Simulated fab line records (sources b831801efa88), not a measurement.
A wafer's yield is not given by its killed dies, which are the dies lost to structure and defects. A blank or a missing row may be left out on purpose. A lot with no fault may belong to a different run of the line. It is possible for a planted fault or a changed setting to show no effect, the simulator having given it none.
Which tool was responsible? :: flow sky130 :: 14 lots, 42 wafers sampled, at 4 steps of a route of 708

## WHAT THE GAUGES SHOWED, per wafer
SKY_VT_ADJUST_HVTP_TW_MEAS_11. Usual: VT_ADJUST_HVTP_TW gives 1337 (standard deviation 15).
lot: L686
measured: day 6 04:17
on: film metro-03
VT_ADJUST_HVTP_TW: 1322 1320 1328
flag: 

lot: L689
measured: day 7 05:33
on: film metro-02
VT_ADJUST_HVTP_TW: 1363 1367 1368
flag: 

lot: L690
measured: day 7 09:52
on: film metro-01
VT_ADJUST_HVTP_TW: 1338 1344 1337
flag: 

lot: L691
measured: day 7 18:31
on: film metro-02
VT_ADJUST_HVTP_TW: 1366 1355 1367
flag: 

lot: L693
measured: day 8 05:13
on: film metro-03
VT_ADJUST_HVTP_TW: 1326 1335 1329
flag: 

lot: L694
measured: day 8 03:49
on: film metro-03
VT_ADJUST_HVTP_TW: 1323 1324 1319
flag: 

lot: L695
measured: day 8 09:49
on: film metro-01
VT_ADJUST_HVTP_TW: 1331 1330 1337
flag: 

lot: L696
measured: day 8 19:41
on: film metro-03
VT_ADJUST_HVTP_TW: 1329 1320 1316
flag: 

lot: L699
measured: day 9 11:29
on: film metro-01
VT_ADJUST_HVTP_TW: 1339 1335 1336
flag: 

lot: L707
measured: day 11 20:04
on: film metro-01
VT_ADJUST_HVTP_TW: 1329 1337 1329
flag: 

lot: L708
measured: day 12 02:34
on: film metro-01
VT_ADJUST_HVTP_TW: 1324 1324 1325
flag: 

lot: L709
measured: day 12 05:27
on: film metro-01
VT_ADJUST_HVTP_TW: 1328 1321 1329
flag: 

SKY_VT_ADJUST_LVTN_OVL_MEAS_07. Usual: VT_ADJUST_LVTN_OVL gives -0.3 nm (standard deviation 1.2).
lot: L686
measured: day 6 23:34
on: overlay-02
VT_ADJUST_LVTN_OVL (nm): 0.4 0.8 1.0
flag: 

lot: L689
measured: day 8 00:59
on: overlay-02
VT_ADJUST_LVTN_OVL (nm): -0.4 -1.3 -1.3
flag: 

lot: L690
measured: day 8 05:09
on: overlay-01
VT_ADJUST_LVTN_OVL (nm): -1.6 -0.8 0.1
flag: 

lot: L691
measured: day 8 14:58
on: overlay-02
VT_ADJUST_LVTN_OVL (nm): -1.8 -2.8 -2.2
flag: 

lot: L693
measured: day 9 02:28
on: overlay-02
VT_ADJUST_LVTN_OVL (nm): 0.1 0.8 0.8
flag: 

lot: L694
measured: day 9 00:11
on: overlay-01
VT_ADJUST_LVTN_OVL (nm): 2.0 0.6 0.8
flag: 

lot: L695
measured: day 9 06:38
on: overlay-01
VT_ADJUST_LVTN_OVL (nm): -1.6 -0.7 0.0
flag: 

lot: L696
measured: day 9 16:55
on: overlay-01
VT_ADJUST_LVTN_OVL (nm): -0.1 1.0 -1.3
flag: 

lot: L699
measured: day 10 10:09
on: overlay-02
VT_ADJUST_LVTN_OVL (nm): 0.6 0.1 -1.3
flag: 

lot: L707
measured: day 12 20:00
on: overlay-01
VT_ADJUST_LVTN_OVL (nm): -1.3 -0.7 -0.9
flag: 

lot: L708
measured: day 13 02:38
on: overlay-01
VT_ADJUST_LVTN_OVL (nm): 0.6 0.9 0.0
flag: 

lot: L709
measured: day 13 05:42
on: overlay-01
VT_ADJUST_LVTN_OVL (nm): 0.6 3.2 0.1
flag: 

SKY_VT_ADJUST_NCORE_OVL_MEAS_08. Usual: VT_ADJUST_NCORE_OVL gives -0.8 nm (standard deviation 1.3).
lot: L686
measured: day 8 15:06
on: overlay-01
VT_ADJUST_NCORE_OVL (nm): -1.7 -1.3 -2.7
flag: 

lot: L689
measured: day 9 20:33
on: overlay-02
VT_ADJUST_NCORE_OVL (nm): -1.5 -0.8 -2.7
flag: 

lot: L690
measured: day 10 01:24
on: overlay-02
VT_ADJUST_NCORE_OVL (nm): -2.5 0.0 0.0
flag: 

lot: L691
measured: day 10 11:14
on: overlay-01
VT_ADJUST_NCORE_OVL (nm): -2.0 -2.7 -1.5
flag: 

lot: L693
measured: day 10 23:34
on: overlay-01
VT_ADJUST_NCORE_OVL (nm): -1.1 1.7 0.4
flag: 

lot: L694
measured: day 10 21:29
on: overlay-01
VT_ADJUST_NCORE_OVL (nm): -0.5 -0.7 -1.3
flag: 

lot: L695
measured: day 11 04:19
on: overlay-01
VT_ADJUST_NCORE_OVL (nm): 1.6 1.3 1.1
flag: 

lot: L696
measured: day 11 15:13
on: overlay-02
VT_ADJUST_NCORE_OVL (nm): -2.5 -1.7 1.7
flag: 

lot: L699
measured: day 12 08:55
on: overlay-02
VT_ADJUST_NCORE_OVL (nm): -1.7 -0.7 -2.3
flag: 

lot: L707
measured: day 14 21:18
on: overlay-01
VT_ADJUST_NCORE_OVL (nm): -0.8 -0.6 -1.0
flag: 

lot: L708
measured: day 15 04:53
on: overlay-01
VT_ADJUST_NCORE_OVL (nm): -0.3 0.3 -0.4
flag: 

lot: L709
measured: day 15 08:04
on: overlay-02
VT_ADJUST_NCORE_OVL (nm): 2.1 0.8 -1.0
flag: 

## WHAT TOOL EACH LOT RAN ON (gives the tool, then ch and the chambers of the sampled wafers, and finally the start)
lot: L686
SKY_FIELD_ISO_EXPOSE_10: krf scanner-01 ch 0, day 1 22:05

lot: L689
SKY_FIELD_ISO_EXPOSE_10: krf scanner-02 ch 0, day 2 16:31

lot: L690
SKY_FIELD_ISO_EXPOSE_10: krf scanner-01 ch 0, day 2 20:05

lot: L691
SKY_FIELD_ISO_EXPOSE_10: krf scanner-02 ch 0, day 3 02:26

lot: L693
SKY_FIELD_ISO_EXPOSE_10: krf scanner-02 ch 0, day 3 09:17

lot: L694
SKY_FIELD_ISO_EXPOSE_10: krf scanner-02 ch 0, day 3 15:39

lot: L695
SKY_FIELD_ISO_EXPOSE_10: krf scanner-01 ch 0, day 3 20:58

lot: L696
SKY_FIELD_ISO_EXPOSE_10: krf scanner-02 ch 0, day 4 02:14

lot: L699
SKY_FIELD_ISO_EXPOSE_10: krf scanner-02 ch 0, day 4 15:00

lot: L700
SKY_FIELD_ISO_EXPOSE_10: krf scanner-01, day 4 19:56

lot: L701
SKY_FIELD_ISO_EXPOSE_10: krf scanner-02, day 5 01:26

lot: L707
SKY_FIELD_ISO_EXPOSE_10: krf scanner-01 ch 0, day 6 09:08

lot: L708
SKY_FIELD_ISO_EXPOSE_10: krf scanner-02 ch 0, day 6 13:58

lot: L709
SKY_FIELD_ISO_EXPOSE_10: krf scanner-02 ch 0, day 6 19:54
- SKY_FIELD_ISO_EXPOSE_10: exposes mask FOM, target cd 150 nm.

## WHAT THE TOOLS THEMSELVES READ (means of the sampled wafers that have a number; where no wafer has one, the mark that the record gives instead)
SKY_FIELD_ISO_EXPOSE_10. Usual: exposure dose mJ cm2 28.05, standard deviation 0.16; focus offset nm 0.0 nm, standard deviation 0.53.
lot: L686
tool: krf scanner-01
exposure dose mJ cm2: 28.00
focus offset nm (nm): 0.0
flag: 

lot: L689
tool: krf scanner-02
exposure dose mJ cm2: 28.01
focus offset nm (nm): 0.7
flag: 

lot: L690
tool: krf scanner-01
exposure dose mJ cm2: 27.97
focus offset nm (nm): 0.2
flag: 

lot: L691
tool: krf scanner-02
exposure dose mJ cm2: 27.96
focus offset nm (nm): -0.1
flag: 

lot: L693
tool: krf scanner-02
exposure dose mJ cm2: 28.01
focus offset nm (nm): -0.0
flag: 

lot: L694
tool: krf scanner-02
exposure dose mJ cm2: 27.99
focus offset nm (nm): -0.2
flag: 

lot: L695
tool: krf scanner-01
exposure dose mJ cm2: 27.99
focus offset nm (nm): -0.0
flag: 

lot: L696
tool: krf scanner-02
exposure dose mJ cm2: 27.97
focus offset nm (nm): -0.3
flag: 

lot: L699
tool: krf scanner-02
exposure dose mJ cm2: 27.98
focus offset nm (nm): 0.4
flag: 

lot: L700
tool: krf scanner-01
exposure dose mJ cm2: -
focus offset nm (nm): -
flag: OFF

lot: L701
tool: krf scanner-02
exposure dose mJ cm2: -
focus offset nm (nm): -
flag: OFF

lot: L707
tool: krf scanner-01
exposure dose mJ cm2: 27.97
focus offset nm (nm): -0.1
flag: 

lot: L708
tool: krf scanner-02
exposure dose mJ cm2: 28.40
focus offset nm (nm): -0.2
flag: 

lot: L709
tool: krf scanner-02
exposure dose mJ cm2: 28.37
focus offset nm (nm): 0.2
flag: 

## THE ANSWER, worked out from the rows above alone
Rule: take the mean of a lot's wafers that have a number; if it is more than 3 standard deviations from the usual mean, the lot is off. A lot without any number at a reading at which 4 lots or more have one is off too. The other lots that the step has rows for count as sound. After the gauges, taken in route order, come the tools' own readings; for these a lot's mean is taken, as printed above. At the first step where some lot is off, the reading lying furthest off is the one used; lots without a number count as furthest.
Off, at SKY_FIELD_ISO_EXPOSE_10 on exposure dose mJ cm2: L700, L701. Without a number there: L700, L701.
If a tool, at that step or one of the process steps before it, ran each lot that is off and ran no sound lot following the first of them, it fits. Of those tried, none fits.

## WHAT THE SIMULATOR PUT IN
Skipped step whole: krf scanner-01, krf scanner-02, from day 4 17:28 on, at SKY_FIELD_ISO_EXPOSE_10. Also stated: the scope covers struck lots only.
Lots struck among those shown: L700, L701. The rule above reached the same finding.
